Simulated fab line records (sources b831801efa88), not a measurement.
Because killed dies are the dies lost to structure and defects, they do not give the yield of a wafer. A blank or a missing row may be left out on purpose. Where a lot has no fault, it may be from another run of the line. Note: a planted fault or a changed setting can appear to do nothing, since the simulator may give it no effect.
Which tool did it? -- flow sky130 -- Sampling: 13 lots, 39 wafers, 5 of 708 route steps

== WHAT EACH GAUGE READ, for each wafer ==
SKY_LDD_HVP_TW_MEAS_10.
lot,measured,on,LDD_HVP_TW
L790,day 21 17:56,film_metro-04,460.6 461.1 461.1
L793,day 22 16:27,film_metro-02,458.6 458.5 459.7
L794,day 23 11:21,film_metro-04,460.9 458.2 462.0
L796,day 24 14:28,film_metro-04,459.2 459.9 459.5
L797,day 24 15:19,film_metro-04,462.1 460.5 459.9
L798,day 24 23:11,film_metro-03,458.1 455.5 458.3
L799,day 25 06:32,film_metro-04,458.3 458.3 460.1
L802,day 26 23:06,film_metro-04,458.0 459.7 459.3
L806,day 27 18:01,film_metro-03,457.4 456.0 456.1
L805,day 27 18:17,film_metro-04,460.3 462.0 459.5
L807,day 27 23:26,film_metro-02,462.8 463.1 460.8
L811,day 29 05:57,film_metro-02,461.0 464.7 460.6
L813,day 29 15:45,film_metro-02,464.4 460.4 462.6

SKY_SD_P_TW_MEAS_11.
lot,measured,on,SD_P_TW
L790,day 25 14:14,film_metro-02,2858 2882 2845
L793,day 26 12:46,film_metro-01,2881 2872 2876
L794,day 27 04:26,film_metro-03,2834 2828 2839
L796,day 28 06:17,film_metro-01,2862 2868 2869
L797,day 28 08:05,film_metro-03,2834 2820 2819
L798,day 28 16:52,film_metro-02,2869 2859 2864
L799,day 28 23:49,film_metro-03,2832 2832 2825
L802,day 30 14:11,film_metro-01,2894 2880 2891
L806,day 31 08:19,film_metro-01,2888 2865 2869
L805,day 31 09:56,film_metro-02,2840 2835 2841
L807,day 31 13:35,film_metro-01,2879 2891 2898
L811,day 32 19:29,film_metro-03,2809 2822 2807
L813,day 33 06:19,film_metro-02,2862 2849 2859

SKY_SD_N_CD_MEAS_07: target cd 380 nm.
lot,measured,on,cd_nm (nm)
L790,day 27 23:37,cd_sem-01,381.6 380.9 380.3
L793,day 28 21:37,cd_sem-01,379.8 378.0 379.9
L794,day 29 13:58,cd_sem-01,375.2 376.7 378.4
L796,day 30 14:28,cd_sem-02,379.0 377.7 377.6
L797,day 30 15:22,cd_sem-01,380.9 379.1 378.5
L798,day 31 00:31,cd_sem-02,379.1 377.4 379.5
L799,day 31 06:46,cd_sem-02,386.6 386.0 386.1
L802,day 32 21:17,cd_sem-02,381.5 382.5 382.5
L806,day 33 12:22,cd_sem-01,382.4 381.1 381.7
L805,day 33 16:16,cd_sem-01,385.8 384.6 386.0
L807,day 33 20:01,cd_sem-02,388.6 390.0 388.7 388.3 390.1 388.9
L811,day 34 23:41,cd_sem-02,386.1 384.3 386.1
L813,day 35 11:28,cd_sem-02,382.9 384.3 381.8

== EACH LOT AND THE TOOL THAT RAN IT (in order: tool; ch and the chambers of the sampled wafers; start) ==
lot,SKY_LDD_LDN_STRIP_12,SKY_SD_N_DEVELOP_06
L790,"plasma_asher-01 ch 0,1, day 23 01:17","litho_track-04 ch 0, day 27 23:28"
L793,"plasma_asher-01 ch 0,1, day 23 23:10","litho_track-04 ch 0, day 28 21:28"
L794,"plasma_asher-04 ch 0,1, day 24 16:52","litho_track-02 ch 0, day 29 13:49"
L796,"plasma_asher-01 ch 0,1, day 25 20:13","litho_track-04 ch 0, day 30 14:19"
L797,"plasma_asher-02 ch 0,1, day 25 20:59","litho_track-04 ch 0, day 30 15:13"
L798,"plasma_asher-01 ch 0,1, day 26 04:55","litho_track-04 ch 0, day 31 00:22"
L799,"plasma_asher-01 ch 0,1, day 26 11:54","litho_track-04 ch 0, day 31 06:37"
L802,"plasma_asher-04 ch 0,1, day 28 04:23","litho_track-04 ch 0, day 32 21:09"
L806,"plasma_asher-04 ch 0,1, day 28 22:54","litho_track-03 ch 0, day 33 12:14"
L805,"plasma_asher-01 ch 0,1, day 28 23:44","litho_track-04 ch 0, day 33 16:07"
L807,"plasma_asher-01 ch 0,1, day 29 04:18","litho_track-04 ch 0, day 33 19:52"
L811,"plasma_asher-04 ch 0,1, day 30 10:05","litho_track-04 ch 0, day 34 23:33"
L813,"plasma_asher-02 ch 0,1, day 30 20:14","litho_track-02 ch 0, day 35 11:19"
- SKY_LDD_LDN_STRIP_12: strips in O2/N2.
- SKY_SD_N_DEVELOP_06: develop time 60 s.

== AS READ BY THE TOOLS THEMSELVES (means over the sampled wafers that have a number; for cases with no such wafer, the mark the record gives instead) ==
SKY_LDD_LDN_STRIP_12.
lot,tool,drypump_motor_current_A (A),oes_product_au (a.u.),strip_time_to_endpoint_s (s)
L790,plasma_asher-01,5.2,0.714,14.19
L793,plasma_asher-01,5.3,0.714,14.21
L794,plasma_asher-04,5.7,0.718,14.23
L796,plasma_asher-01,5.2,0.715,14.20
L797,plasma_asher-02,5.8,0.718,14.11
L798,plasma_asher-01,5.2,0.718,14.19
L799,plasma_asher-01,5.1,0.715,14.18
L802,plasma_asher-04,5.7,0.711,14.19
L806,plasma_asher-04,5.8,0.718,14.13
L805,plasma_asher-01,5.3,0.712,14.18
L807,plasma_asher-01,5.2,0.717,14.20
L811,plasma_asher-04,5.8,0.715,14.18
L813,plasma_asher-02,5.8,0.720,14.14

SKY_SD_N_DEVELOP_06.
lot,tool,developer_temp_C (C)
L790,litho_track-04,22.99
L793,litho_track-04,22.97
L794,litho_track-02,23.07
L796,litho_track-04,23.03
L797,litho_track-04,22.99
L798,litho_track-04,23.02
L799,litho_track-04,22.86
L802,litho_track-04,23.02
L806,litho_track-03,23.07
L805,litho_track-04,20.69
L807,litho_track-04,20.72
L811,litho_track-04,20.77
L813,litho_track-02,22.95

== THE ANSWER, worked out from the rows above alone ==
Rule: what is usual is taken from the lots themselves. Put in order of their means at a reading, lots are off if they are a third of the lots or fewer, leave a main group of 4 or more, and stand apart from it by a gap of 3 or more times the standard deviation of the main group's means; of several such gaps the widest counts. The tables above print the reading to a certain number of digits; a main group whose means all agree to those digits is not used. A lot without any number at a reading at which 4 lots or more have one is off too. All remaining lots with rows at the step are treated as sound. First the gauges in route order, then the tools' own readings, where a lot's mean is used as printed above. At the first step where some lot is off, the reading lying furthest off is the one used; lots without a number count as furthest.
Off, at SKY_SD_N_DEVELOP_06 on developer_temp_C: L805, L807, L811. For the main group the mean is 23.00 C and the standard deviation 0.059.
If a tool, at that step or one of the process steps before it, ran each lot that is off and ran no sound lot following the first of them, it fits. One fits: SKY_SD_N_DEVELOP_06 on litho_track-04. A fault onset in the window from L802 (day 32 21:09, its last sound lot) to L805 (day 33 16:07, its first lot off) fits.
On the lots that are off, the tool's own readings at SKY_SD_N_DEVELOP_06 differ by more than 5 times the standard deviation of the sound lots' means, which bears it out; developer_temp_C reads 20.73 C there versus 23.00 C on the sound lots.

== WHAT THE SIMULATOR PUT IN ==
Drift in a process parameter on litho_track-04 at SKY_SD_N_DEVELOP_06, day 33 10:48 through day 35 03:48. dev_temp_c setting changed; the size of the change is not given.
Shown lots that were struck: L805, L807, L811. Same finding as the rule above.
